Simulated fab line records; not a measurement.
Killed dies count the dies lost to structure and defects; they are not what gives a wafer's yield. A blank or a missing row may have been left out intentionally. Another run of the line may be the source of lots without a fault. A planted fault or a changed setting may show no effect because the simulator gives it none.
Matching of chambers + flow sky130 + 4 sister chambers for SKY_FIELD_ISO_ETCH_17 on rie-si-01
The step etches Si in HBr/Cl2/O2, target depth 342 nm, time 97.7 s. 4 wafers are shown with their chamber, then 7 later ones without.

== WAFERS PAIRED WITH THEIR CHAMBERS ==
| wafer  | chamber | drypump-motor-current-A (A) |
|--------|---------|-----------------------------|
| L795.6 | 1       | 5.9                         |
| L799.3 | 2       | 6.3                         |
| L800.1 | 0       | 5.2                         |
| L800.3 | 3       | 5.3                         |

== WAFERS MISSING THEIR CHAMBER ==
| wafer  | drypump-motor-current-A (A) |
|--------|-----------------------------|
| L800.6 | 5.2                         |
| L803.1 | 5.8                         |
| L803.2 | 6.3                         |
| L803.3 | 5.2                         |
| L807.1 | 5.2                         |
| L807.2 | 6.3                         |
| L807.4 | 5.8                         |

== EACH ONE'S CHAMBER ==
| wafer  | from the rows above     | in truth |
|--------|-------------------------|----------|
| L800.6 | can't be placed: 0 or 3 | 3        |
| L803.1 | 1                       | 1        |
| L803.2 | 2                       | 2        |
| L803.3 | can't be placed: 0 or 3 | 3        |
| L807.1 | can't be placed: 0 or 3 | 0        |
| L807.2 | 2                       | 2        |
| L807.4 | 1                       | 1        |
Correct placement for 4 of the 7. These rows do not allow placing 3 (true chamber among the candidates in 3). Number placed wrongly: 0.
How it was worked out, from the rows above alone: a wafer's distance from a chamber is the root of the sum, over the readings, of the square of ((its reading less the chamber's mean) divided by the reading's scatter). If the next closest chamber is less than 2 further off than the closest, the wafer can't be placed; otherwise it belongs to the closest. The mean given for a chamber averages the wafers shown for that chamber. The scatter: root of mean squared gap, hidden wafer to nearest shown wafer, with one shown wafer a chamber.
